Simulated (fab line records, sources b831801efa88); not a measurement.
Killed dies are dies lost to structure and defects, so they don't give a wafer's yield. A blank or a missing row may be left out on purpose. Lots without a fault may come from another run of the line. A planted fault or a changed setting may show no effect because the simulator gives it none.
Problem report in the 8D (eight disciplines) form, filled by code | flow gf180mcu | the parts of the form that need people (team, actions taken, sign-off) are left out

1. THE PROBLEM
time_to_endpoint_s at GF_V1_CMP_04 reads a mean of 42 s on 1 wafer of 1 lot; wafers without a fault read 81 s with a standard deviation of 5.2. That is -7.5 standard deviations from the usual mean.
The step: polishes SiO2.
First seen on wafer L801.6, day 22 09:25, on cmp-02. The record holds 36 wafers of 12 lots with a number at this step. Rule for "out", or "out of limits": more than 4 standard deviations from the usual mean. The other wafers with a number count as sound.

2. WHAT IT IS AND WHAT IT IS NOT
question                    | is                 | is not
which readings at this step | time_to_endpoint_s | motor_current_A, retaining_ring_pressure_frac
which lots                  | L801               | L788, L789, L790, L791, L792, L793, L795, L796, L797, L798, L809
which wafers of those lots  | L801.6             | L801.1, L801.3
read on which tools         | cmp-02             | cmp-01
when                        | from day 22 09:25  | up to then (32 sound wafers); but 3 sound wafers of L809 came after

3. SUSPECTS, AND WHAT RULES EACH OUT
Counting: a tool at a process step up to the reading stays a suspect if it ran every lot that is out. Sound lots after the first of them don't rule it out here, since some wafers of a struck lot are sound.
- cmp-01 at GF_CONTACT_CMP_04 (polishes SiO2): kept. It ran the lot that is out, L801 (day 20 07:05); its last sound lot up to then is L796 (day 18 14:55).
- cmp-02 at GF_V1_CMP_04 (polishes SiO2): kept. It ran the lot that is out, L801 (day 22 09:25); its last sound lot up to then is L798 (day 21 10:16). Its own readings are out on those wafers: time_to_endpoint_s.
Left after counting: cmp-01 at GF_CONTACT_CMP_04, cmp-02 at GF_V1_CMP_04.

4. THE CAUSE (what the simulator had put in)
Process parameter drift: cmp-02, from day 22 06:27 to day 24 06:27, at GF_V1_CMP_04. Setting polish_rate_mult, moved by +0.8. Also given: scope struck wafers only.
Counting left 2 suspects, and this tool is among them.

5. THE CHAIN OF EFFECTS, in route order
Each row: a reading whose mean over the struck wafers that have a number lies more than 3 standard deviations from the usual. Only readings for which the record gives a usual standard deviation are gone through. hours: the time from each lot's start at the first step in this table that gives one to its start at this step, as a median over the lots. sigmas: the change in usual standard deviations.
hours | step         | reading            | usual | on struck wafers | change | sigmas
0     | GF_V1_CMP_04 | time_to_endpoint_s | 81 s  | 42               | -39    | -7.5
The process steps in it:
- GF_V1_CMP_04: polishes SiO2.

6. WHAT WOULD HAVE CAUGHT IT SOONER
In this record the first reading out of limits was taken at day 22 09:25, 3 hours after the fault began at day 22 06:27.
